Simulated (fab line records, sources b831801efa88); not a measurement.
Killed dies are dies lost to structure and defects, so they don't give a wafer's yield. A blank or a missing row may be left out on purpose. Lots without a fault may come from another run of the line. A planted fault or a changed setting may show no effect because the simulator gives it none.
Which tool did it? | flow sky130 | 24 lots, 72 wafers sampled, at 4 steps of a route of 708

WHAT THE GAUGES READ, wafer by wafer
SKY_SD_N_OVL_MEAS_08. Usual: SD_N_OVL -0.3 nm, standard deviation 1.5.
lot  | measured     | on         | SD_N_OVL (nm)  | flag
L074 | day 27 14:04 | overlay-02 | 2.2 1.2 0.3    |
L075 | day 28 08:02 | overlay-01 | 0.2 2.9 2.1    |
L076 | day 28 14:32 | overlay-02 | 1.3 -0.7 -1.2  |
L077 | day 28 19:22 | overlay-02 | 1.3 -0.4 0.5   |
L078 | day 29 00:10 | overlay-02 | 1.3 0.6 0.6    |
L079 | day 29 07:25 | overlay-01 | -2.3 -4.9 -3.0 |
L080 | day 30 02:32 | overlay-01 | -2.7 -2.5 -1.7 |
L081 | day 30 17:25 | overlay-02 | -1.0 1.1 -0.6  |
L082 | day 31 14:40 | overlay-02 | -0.5 -0.7 0.1  |
L083 | day 31 18:46 | overlay-01 | -0.2 -1.0 -0.8 |
L085 | day 32 00:46 | overlay-01 | -1.2 1.1 0.6   |
L084 | day 32 02:17 | overlay-01 | -3.4 -2.2 -0.7 |
L086 | day 32 06:05 | overlay-02 | 0.1 0.4 1.2    |
L088 | day 32 19:24 | overlay-01 | 0.7 -1.1 0.8   |
L087 | day 33 03:16 | overlay-01 | -0.9 -0.8 -2.3 |
L090 | day 33 16:53 | overlay-02 | 0.5 1.7 0.5    |
L089 | day 33 17:40 | overlay-02 | 1.6 1.5 1.8    |
L091 | day 34 01:43 | overlay-01 | 1.9 -1.0 -1.1  |
L092 | day 34 02:51 | overlay-01 | -1.1 -0.1 -3.7 |
L093 | day 34 05:22 | overlay-01 | -2.6 -1.1 -2.8 |
L095 | day 34 17:43 | overlay-01 | 0.6 1.2 2.5    |
L094 | day 34 18:20 | overlay-01 | -0.2 -0.5 0.7  |
L096 | day 35 03:10 | overlay-01 | -0.8 0.1 -0.5  |
L097 | day 35 05:28 | overlay-01 | -0.2 -1.7 -1.6 |

SKY_CONTACT_THK_MEAS_01. Usual: CONTACT_CVD_00_THK 74.8 nm, standard deviation 0.95.
lot  | measured     | on            | CONTACT_CVD_00_THK (nm) | flag
L074 | day 30 02:08 | film_metro-03 | 73.8 74.3 75.9          |
L075 | day 30 19:15 | film_metro-03 | 73.9 73.9 73.8          |
L076 | day 31 01:16 | film_metro-02 | 74.1 74.9 76.0          |
L077 | day 31 06:39 | film_metro-02 | 73.7 73.2 74.7          |
L078 | day 31 10:41 | film_metro-02 | 74.5 73.3 74.6          |
L079 | day 31 19:20 | film_metro-02 | 73.8 75.0 74.5          |
L080 | day 32 13:59 | film_metro-02 | 73.6 74.0 74.3          |
L081 | day 33 04:10 | film_metro-01 | 74.3 75.8 75.2          |
L082 | day 34 00:05 | film_metro-03 | 74.8 75.5 76.0          |
L083 | day 34 04:52 | film_metro-03 | 75.4 76.8 74.2          |
L085 | day 34 09:47 | film_metro-02 | 74.2 74.7 75.8          |
L084 | day 34 10:56 | film_metro-01 | 74.7 73.8 74.4          |
L086 | day 34 15:20 | film_metro-01 | 74.7 74.8 75.4          |
L088 | day 35 04:58 | film_metro-02 | 74.9 76.4 77.2          |
L087 | day 35 11:43 | film_metro-02 | 75.9 74.4 74.8          |
L090 | day 36 01:44 | film_metro-01 | 73.6 74.9 76.5          |
L089 | day 36 02:02 | film_metro-01 | 74.0 74.1 75.0          |
L091 | day 36 11:44 | film_metro-01 | 74.4 75.0 75.2          |
L092 | day 36 12:45 | film_metro-02 | 75.8 75.3 76.0          |
L093 | day 36 13:44 | film_metro-01 | 75.7 75.5 76.3          |
L095 | day 37 00:34 | film_metro-01 | 74.8 73.9 75.7          |
L094 | day 37 01:31 | film_metro-03 | 75.3 74.8 74.4          |
L096 | day 37 09:58 | film_metro-02 | 74.3 73.6 75.6          |
L097 | day 37 15:13 | film_metro-01 | 74.9 74.7 76.4          |

WHICH TOOL RAN EACH LOT (tool, then ch and the chambers of the sampled wafers, then the start)
lot  | SKY_LI_CONTACT_ETCH_15             | SKY_LOCAL_INTERCONNECT_STRIP_15
L074 | rie_diel-04 ch 1,2,3, day 28 20:31 | plasma_asher-03 ch 0,1, day 30 01:29
L075 | rie_diel-04 ch 0,3, day 29 13:10   | plasma_asher-02 ch 0,1, day 30 18:38
L076 | rie_diel-04 ch 0,1,2, day 29 19:12 | plasma_asher-01 ch 0,1, day 31 00:37
L077 | rie_diel-03 ch 0,1,3, day 30 00:37 | plasma_asher-02 ch 0,1, day 31 06:02
L078 | rie_diel-04 ch 0,1,2, day 30 04:39 | plasma_asher-02 ch 0,1, day 31 10:04
L079 | rie_diel-02 ch 1,3, day 30 13:28   | plasma_asher-03 ch 0,1, day 31 18:41
L080 | rie_diel-02 ch 0,1, day 31 08:01   | plasma_asher-01 ch 0,1, day 32 13:22
L081 | rie_diel-03 ch 0,1, day 31 22:42   | plasma_asher-01 ch 0,1, day 33 03:34
L082 | rie_diel-02 ch 2,3, day 32 18:51   | plasma_asher-02 ch 0, day 33 23:28
L083 | rie_diel-02 ch 0,1,3, day 33 00:03 | plasma_asher-02 ch 0,1, day 34 04:14
L085 | rie_diel-03 ch 1,2, day 33 05:19   | plasma_asher-02 ch 1, day 34 09:07
L084 | rie_diel-04 ch 0,2,3, day 33 06:24 | plasma_asher-02 ch 0,1, day 34 10:16
L086 | rie_diel-02 ch 0,2,3, day 33 11:07 | plasma_asher-03 ch 0,1, day 34 14:43
L088 | rie_diel-04 ch 0,2,3, day 34 00:16 | plasma_asher-01 ch 0,1, day 35 04:22
L087 | rie_diel-02 ch 0,2, day 34 07:55   | plasma_asher-03 ch 0,1, day 35 11:04
L090 | rie_diel-02 ch 0,2,3, day 34 21:07 | plasma_asher-02 ch 0,1, day 36 01:07
L089 | rie_diel-03 ch 0,1,2, day 34 21:28 | plasma_asher-01 ch 0,1, day 36 01:25
L091 | rie_diel-04 ch 1,2, day 35 06:28   | plasma_asher-01 ch 0,1, day 36 11:07
L092 | rie_diel-04 ch 0,2,3, day 35 07:09 | plasma_asher-03 ch 0,1, day 36 12:08
L093 | rie_diel-03 ch 1,2, day 35 09:31   | plasma_asher-02 ch 0,1, day 36 13:05
L095 | rie_diel-02 ch 0,1,2, day 35 21:15 | plasma_asher-01 ch 0,1, day 36 23:56
L094 | rie_diel-03 ch 1,2, day 35 21:36   | plasma_asher-02 ch 0,1, day 37 00:53
L096 | rie_diel-02 ch 0,1,2, day 36 06:07 | plasma_asher-02 ch 0,1, day 37 09:20
L097 | rie_diel-02 ch 1,2,3, day 36 10:52 | plasma_asher-01 ch 0,1, day 37 14:28
- SKY_LI_CONTACT_ETCH_15: etches PSG in C4F8/O2/Ar, stops on Si, target depth 600 nm.
- SKY_LOCAL_INTERCONNECT_STRIP_15: strips in O2/N2.

WHAT THE TOOLS THEMSELVES READ (means of the sampled wafers that have a number; where no wafer has one, the mark that the record gives instead)
SKY_LI_CONTACT_ETCH_15. Usual: oes_product_au 0.836 a.u., standard deviation 0.0044.
lot  | tool        | oes_product_au (a.u.) | flag
L074 | rie_diel-04 | 0.843                 |
L075 | rie_diel-04 | 0.838                 |
L076 | rie_diel-04 | 0.836                 |
L077 | rie_diel-03 | 0.834                 |
L078 | rie_diel-04 | 0.835                 |
L079 | rie_diel-02 | 0.840                 |
L080 | rie_diel-02 | 0.838                 |
L081 | rie_diel-03 | 0.840                 |
L082 | rie_diel-02 | 0.839                 |
L083 | rie_diel-02 | 0.840                 |
L085 | rie_diel-03 | 0.833                 |
L084 | rie_diel-04 | 0.835                 |
L086 | rie_diel-02 | 0.841                 |
L088 | rie_diel-04 | 0.833                 |
L087 | rie_diel-02 | 0.837                 |
L090 | rie_diel-02 | 0.840                 |
L089 | rie_diel-03 | 0.835                 |
L091 | rie_diel-04 | 0.836                 |
L092 | rie_diel-04 | 0.838                 |
L093 | rie_diel-03 | 0.837                 |
L095 | rie_diel-02 | 0.833                 |
L094 | rie_diel-03 | 0.835                 |
L096 | rie_diel-02 | 0.837                 |
L097 | rie_diel-02 | 0.834                 |

SKY_LOCAL_INTERCONNECT_STRIP_15. Usual: drypump_motor_current_A 5.48 A, standard deviation 0.21; oes_product_au 0.428 a.u., standard deviation 0.0047; strip_time_to_endpoint_s 4.732 s, standard deviation 0.022.
lot  | tool            | drypump_motor_current_A (A) | oes_product_au (a.u.) | strip_time_to_endpoint_s (s) | flag
L074 | plasma_asher-03 | 5.15                        | 0.425                 | 4.737                        |
L075 | plasma_asher-02 | 5.59                        | 0.424                 | 4.733                        |
L076 | plasma_asher-01 | 5.59                        | 0.430                 | 4.705                        |
L077 | plasma_asher-02 | 5.51                        | 0.431                 | 4.755                        |
L078 | plasma_asher-02 | 5.51                        | 0.428                 | 4.751                        |
L079 | plasma_asher-03 | 5.28                        | 0.426                 | 4.733                        |
L080 | plasma_asher-01 | 5.56                        | 0.429                 | 4.762                        |
L081 | plasma_asher-01 | 5.48                        | 0.424                 | 4.739                        |
L082 | plasma_asher-02 | 5.72                        | 0.425                 | 4.723                        |
L083 | plasma_asher-02 | 5.51                        | 0.433                 | 4.733                        |
L085 | plasma_asher-02 | 5.44                        | 0.429                 | 4.738                        |
L084 | plasma_asher-02 | 5.53                        | 0.431                 | 4.730                        |
L086 | plasma_asher-03 | 5.28                        | 0.426                 | 4.734                        |
L088 | plasma_asher-01 | 5.48                        | 0.425                 | 4.722                        |
L087 | plasma_asher-03 | 5.26                        | 0.428                 | 4.722                        |
L090 | plasma_asher-02 | 5.51                        | 0.431                 | 4.723                        |
L089 | plasma_asher-01 | 5.48                        | 0.429                 | 4.752                        |
L091 | plasma_asher-01 | 5.47                        | 0.424                 | 4.739                        |
L092 | plasma_asher-03 | 5.26                        | 0.431                 | 4.722                        |
L093 | plasma_asher-02 | 5.62                        | 0.426                 | 4.711                        |
L095 | plasma_asher-01 | 5.49                        | 0.423                 | 4.717                        |
L094 | plasma_asher-02 | 5.59                        | 0.426                 | 4.744                        |
L096 | plasma_asher-02 | 5.62                        | 0.429                 | 4.716                        |
L097 | plasma_asher-01 | 5.58                        | 0.427                 | 4.734                        |

THE ANSWER, worked out from the rows above alone
Rule: a lot is off if the mean of its wafers that have a number lies more than 3 standard deviations from the usual mean. A lot without any number at a reading at which 4 lots or more have one is off too. The other lots that the step has rows for count as sound. The gauges are gone through in route order, then the tools' own readings, and for those a lot's mean is taken as printed above. The first step at which some lot is off is used, and at that step the reading that is off furthest; a lot without a number counts as furthest.
No lot is off at any reading shown: from this, nothing can be told.

WHAT THE SIMULATOR HAD PUT IN
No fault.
